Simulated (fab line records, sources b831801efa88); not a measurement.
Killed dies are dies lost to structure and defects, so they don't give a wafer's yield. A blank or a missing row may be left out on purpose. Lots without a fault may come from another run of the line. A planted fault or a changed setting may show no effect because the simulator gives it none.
Which tool did it? | flow sky130 | 12 lots, 36 wafers sampled, at 5 steps of a route of 708

WHAT THE GAUGES READ, wafer by wafer
SKY_FIELD_ISO_THK_MEAS_04.
lot  | measured    | on            | FIELD_ISO_CVD_03_THK (nm)
L705 | day 1 16:28 | film_metro-01 | 167.9 167.5 166.9
L706 | day 1 18:29 | film_metro-01 | 165.1 165.6 164.9
L707 | day 1 23:53 | film_metro-02 | 166.8 167.0 168.0
L708 | day 2 05:45 | film_metro-02 | 166.2 166.7 167.0
L710 | day 2 15:30 | film_metro-01 | 165.7 165.6 163.5
L711 | day 2 19:44 | film_metro-02 | 164.0 163.5 163.9
L712 | day 3 01:08 | film_metro-02 | 166.3 166.4 166.6
L724 | day 5 12:49 | film_metro-02 | 169.2 167.9 167.7
L725 | day 5 17:32 | film_metro-02 | 165.3 166.6 166.9
L726 | day 5 22:30 | film_metro-04 | 164.8 164.7 164.9
L727 | day 6 04:15 | film_metro-04 | 165.1 166.2 165.5
L728 | day 6 09:50 | film_metro-02 | 162.8 164.1 163.5

SKY_NWELL_THK_MEAS_02.
lot  | measured    | on            | NWELL_OXIDATION_THK (nm)
L705 | day 2 16:22 | film_metro-01 | 9.96 10.13 10.20
L706 | day 2 17:34 | film_metro-02 | 10.15 9.86 9.85
L707 | day 2 21:49 | film_metro-03 | 10.14 10.08 10.08
L708 | day 3 06:46 | film_metro-01 | 10.17 9.98 10.02
L710 | day 3 16:13 | film_metro-01 | 9.68 9.63 9.75
L711 | day 3 22:01 | film_metro-02 | 9.85 9.83 9.71
L712 | day 4 02:34 | film_metro-02 | 9.77 9.75 9.71
L724 | day 6 16:53 | film_metro-03 | 9.99 10.12 10.02
L725 | day 6 20:41 | film_metro-02 | 10.14 10.01 9.98
L726 | day 7 00:53 | film_metro-03 | 9.78 9.93 9.75
L727 | day 7 07:04 | film_metro-03 | 9.91 10.00 10.07
L728 | day 7 12:16 | film_metro-02 | 10.00 10.04 10.07

SKY_VT_ADJUST_LVTN_OVL_MEAS_07.
lot  | measured     | on         | VT_ADJUST_LVTN_OVL (nm)
L705 | day 7 00:16  | overlay-01 | -1.7 -0.5 -1.9
L706 | day 7 01:31  | overlay-02 | 0.7 -1.2 -0.7
L707 | day 7 06:54  | overlay-01 | -0.9 -1.8 -0.7
L708 | day 7 19:46  | overlay-01 | -0.5 0.3 -0.5
L710 | day 8 07:23  | overlay-02 | -1.1 -1.7 -1.8
L711 | day 8 14:11  | overlay-02 | -1.3 -2.1 -1.3
L712 | day 8 20:25  | overlay-01 | 1.1 0.7 0.7
L724 | day 12 04:29 | overlay-02 | -1.4 -3.3 -1.4
L725 | day 12 09:43 | overlay-01 | -0.3 0.0 -0.4
L726 | day 12 13:50 | overlay-01 | -1.7 -0.1 0.0
L727 | day 12 22:11 | overlay-02 | -0.4 -2.6 -2.4
L728 | day 13 04:29 | overlay-02 | -0.5 -0.2 -0.5

SKY_SONOS_ONO_THK_MEAS_01.
lot  | measured     | on            | SONOS_ONO_OXIDATION_THK (nm)
L705 | day 11 14:51 | film_metro-02 | 2.53 2.58 2.60
L706 | day 11 14:52 | film_metro-04 | 2.60 2.55 2.58
L707 | day 11 23:28 | film_metro-04 | 2.61 2.64 2.53
L708 | day 12 14:15 | film_metro-01 | 2.63 2.63 2.61
L710 | day 13 04:28 | film_metro-01 | 2.58 2.57 2.53
L711 | day 13 14:50 | film_metro-04 | 3.56 3.51 3.57
L712 | day 13 20:20 | film_metro-04 | 3.58 3.56 3.51
L724 | day 17 20:47 | film_metro-01 | 2.53 2.47 2.58
L725 | day 18 04:59 | film_metro-02 | 2.60 2.53 2.57
L726 | day 18 06:21 | film_metro-01 | 2.59 2.56 2.56
L727 | day 18 18:02 | film_metro-04 | 2.49 2.48 2.61
L728 | day 19 02:10 | film_metro-04 | 2.56 2.63 2.60

WHICH TOOL RAN EACH LOT (tool, then ch and the chambers of the sampled wafers, then the start)
lot  | SKY_SONOS_ONO_OXIDATION_00
L705 | furnace-01 ch 0, day 11 13:30
L706 | furnace-01 ch 0, day 11 13:30
L707 | furnace-01 ch 0, day 11 22:05
L708 | furnace-02 ch 0, day 12 12:54
L710 | furnace-02 ch 0, day 13 03:07
L711 | furnace-02 ch 0, day 13 13:28
L712 | furnace-02 ch 0, day 13 18:59
L724 | furnace-01 ch 0, day 17 19:26
L725 | furnace-02 ch 0, day 18 03:38
L726 | furnace-02 ch 0, day 18 04:59
L727 | furnace-01 ch 0, day 18 16:41
L728 | furnace-02 ch 0, day 19 00:49
- SKY_SONOS_ONO_OXIDATION_00: stabilise 600 s, purge 300 s, target thk 2.6 nm.

WHAT THE TOOLS THEMSELVES READ (means of the sampled wafers that have a number; where no wafer has one, the mark that the record gives instead)
SKY_SONOS_ONO_OXIDATION_00.
lot  | tool       | spike_tc_bottom_C (C) | spike_tc_centre_C (C) | spike_tc_lower_C (C) | spike_tc_top_C (C) | spike_tc_upper_C (C) | tube_center_temp_C (C) | tube_center_temp_C_max | zone_power_lower_pct (%) | zone_power_upper_pct (%)
L705 | furnace-01 | 821.3                 | 802.4                 | 800.0                | 812.6              | 800.9                | 800                    | 802.0                  | 17.4                     | 16.0
L706 | furnace-01 | 821.0                 | 801.4                 | 800.6                | 812.7              | 801.9                | 800                    | 802.2                  | 17.3                     | 16.3
L707 | furnace-01 | 821.5                 | 801.6                 | 799.7                | 813.1              | 800.9                | 800                    | 801.9                  | 17.5                     | 16.3
L708 | furnace-02 | 827.1                 | 799.9                 | 802.5                | 813.7              | 799.7                | 800                    | 801.9                  | 15.6                     | 13.8
L710 | furnace-02 | 826.1                 | 799.9                 | 801.3                | 814.1              | 799.9                | 800                    | 802.1                  | 15.7                     | 13.8
L711 | furnace-02 | 851.5                 | 824.7                 | 825.7                | 837.7              | 824.2                | 824                    | 825.6                  | 16.7                     | 14.7
L712 | furnace-02 | 851.0                 | 824.2                 | 824.6                | 837.9              | 823.4                | 824                    | 825.8                  | 16.6                     | 14.8
L724 | furnace-01 | 821.0                 | 802.5                 | 800.6                | 812.0              | 800.9                | 800                    | 802.3                  | 17.5                     | 16.4
L725 | furnace-02 | 826.1                 | 800.8                 | 801.4                | 814.2              | 800.2                | 800                    | 802.0                  | 15.7                     | 13.8
L726 | furnace-02 | 827.0                 | 799.2                 | 802.1                | 813.9              | 799.8                | 800                    | 802.0                  | 15.8                     | 13.8
L727 | furnace-01 | 820.9                 | 802.1                 | 802.2                | 813.4              | 801.7                | 800                    | 801.9                  | 17.3                     | 16.5
L728 | furnace-02 | 826.4                 | 800.0                 | 801.3                | 814.4              | 799.8                | 800                    | 802.1                  | 15.7                     | 13.8

THE ANSWER, worked out from the rows above alone
Rule: what is usual is taken from the lots themselves. Put in order of their means at a reading, lots are off if they are a third of the lots or fewer, leave a main group of 4 or more, and stand apart from it by a gap of 3 or more times the standard deviation of the main group's means; of several such gaps the widest counts. A main group whose means are all the same, to the digits that the tables above print for the reading, isn't used. A lot without any number at a reading at which 4 lots or more have one is off too. The other lots that the step has rows for count as sound. The gauges are gone through in route order, then the tools' own readings, and for those a lot's mean is taken as printed above. The first step at which some lot is off is used, and at that step the reading that is off furthest; a lot without a number counts as furthest.
Off: L711, L712, at SKY_SONOS_ONO_THK_MEAS_01 (SONOS_ONO_OXIDATION_THK). The main group: mean 2.57 nm, standard deviation 0.028.
A tool fits if, at a process step before that reading, it ran every lot that is off, and no sound lot after the first of them. The gauges at SKY_SONOS_ONO_THK_MEAS_01 aren't tried: what is off there is off at SKY_SONOS_ONO_OXIDATION_00 too, on other tools, and a gauge's error can't cause that. None of those tried fits.

WHAT THE SIMULATOR HAD PUT IN
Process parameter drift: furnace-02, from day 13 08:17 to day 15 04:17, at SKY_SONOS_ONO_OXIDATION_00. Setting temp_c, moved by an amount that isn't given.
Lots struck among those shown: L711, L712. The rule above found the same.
